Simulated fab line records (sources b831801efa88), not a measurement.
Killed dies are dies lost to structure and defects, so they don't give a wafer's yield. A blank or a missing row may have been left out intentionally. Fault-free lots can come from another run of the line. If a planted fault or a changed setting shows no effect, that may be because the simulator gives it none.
Chamber matching | flow sky130 | SKY_FIELD_ISO_CMP_27 on cmp-01 has 4 sister chambers
The step polishes, stops on Si3N4, t overpolish 16 s, target thk 457.8 nm. 4 wafers are shown with their chamber, then 7 later ones without.

== EACH WAFER AND ITS CHAMBER ==
wafer  | chamber | motor_current_A (A)
L355.2 | 1       | 12.9
L359.6 | 3       | 11.6
L361.1 | 2       | 11.4
L361.4 | 0       | 14.2

== WAFERS WITHOUT THEIR CHAMBER ==
wafer  | motor_current_A (A)
L361.6 | 12.8
L373.1 | 13.6
L373.2 | 10.6
L373.6 | 12.6
L375.2 | 13.1
L375.3 | 11.0
L375.4 | 14.2

== WHICH CHAMBER EACH ONE RAN IN ==
wafer  | from the rows above     | in truth
L361.6 | 1                       | 1
L373.1 | can't be placed: 0 or 1 | 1
L373.2 | can't be placed: 2 or 3 | 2
L373.6 | can't be placed: 1 or 3 | 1
L375.2 | 1                       | 1
L375.3 | can't be placed: 2 or 3 | 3
L375.4 | 0                       | 0
Placed correctly: 3 of 7. These rows do not allow placing 4 (true chamber among the candidates in 4). Number placed wrongly: 0.
How it was worked out, from the rows above alone: a wafer's distance from a chamber is the root of the sum, over the readings, of the square of ((its reading less the chamber's mean) divided by the reading's scatter). If the next closest chamber is less than 2 further off than the closest, the wafer can't be placed; otherwise it belongs to the closest. The mean given for a chamber averages the wafers shown for that chamber. The scatter: root of mean squared gap, hidden wafer to nearest shown wafer, with one shown wafer a chamber.
